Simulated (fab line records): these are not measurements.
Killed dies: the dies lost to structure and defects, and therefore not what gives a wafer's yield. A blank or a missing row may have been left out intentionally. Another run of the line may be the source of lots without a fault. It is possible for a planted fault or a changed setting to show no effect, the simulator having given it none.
Matching of chambers + flow sky130 + cmp-02 running SKY_CONTACT_CMP_27: 4 sister chambers
The step polishes, stops on SiO2, t overpolish 15 s, target thk 0 nm. 4 wafers are shown with their chamber, then 12 later ones without.

== WAFERS, EACH WITH ITS CHAMBER ==
| wafer  | chamber | motor current A (A) |
|--------|---------|---------------------|
| L089.2 | 1       | 9.9                 |
| L092.3 | 0       | 10.3                |
| L092.4 | 2       | 11.4                |
| L092.5 | 3       | 10.1                |

== WAFERS WHOSE CHAMBER IS MISSING ==
| wafer  | motor current A (A) |
|--------|---------------------|
| L091.1 | 10.5                |
| L091.3 | 10.8                |
| L091.5 | 11.1                |
| L094.1 | 9.6                 |
| L094.4 | 10.6                |
| L094.5 | 11.0                |
| L095.3 | 9.7                 |
| L095.4 | 10.1                |
| L095.5 | 10.4                |
| L096.1 | 10.7                |
| L096.3 | 11.0                |
| L096.5 | 9.9                 |

== CHAMBER TAKEN BY EACH ==
| wafer  | from the rows above               | in truth |
|--------|-----------------------------------|----------|
| L091.1 | can't be placed: 0 or 3 or 1      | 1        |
| L091.3 | can't be placed: 0 or 2 or 3 or 1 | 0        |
| L091.5 | can't be placed: 2 or 0           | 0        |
| L094.1 | can't be placed: 1 or 3 or 0      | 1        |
| L094.4 | can't be placed: 0 or 3 or 1 or 2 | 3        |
| L094.5 | can't be placed: 2 or 0 or 3      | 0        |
| L095.3 | can't be placed: 1 or 3 or 0      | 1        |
| L095.4 | can't be placed: 3 or 1 or 0      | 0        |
| L095.5 | can't be placed: 0 or 3 or 1      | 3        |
| L096.1 | can't be placed: 0 or 3 or 2 or 1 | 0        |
| L096.3 | can't be placed: 2 or 0 or 3      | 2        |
| L096.5 | can't be placed: 1 or 3 or 0      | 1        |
Correctly placed: 0 of 12. Not placeable from these rows: 12 (in 12, the candidates include the true chamber). Placed wrongly: 0.
How it was worked out, from the rows above alone: a wafer's distance from a chamber is the root of the sum, over the readings, of the square of ((its reading less the chamber's mean) divided by the reading's scatter). If the next closest chamber is less than 2 further off than the closest, the wafer can't be placed; otherwise it belongs to the closest. Each chamber's mean is taken over the wafers shown for it. The scatter (one wafer shown for each chamber): square how far every hidden wafer sits from the nearest shown wafer, average those squares and take the square root.
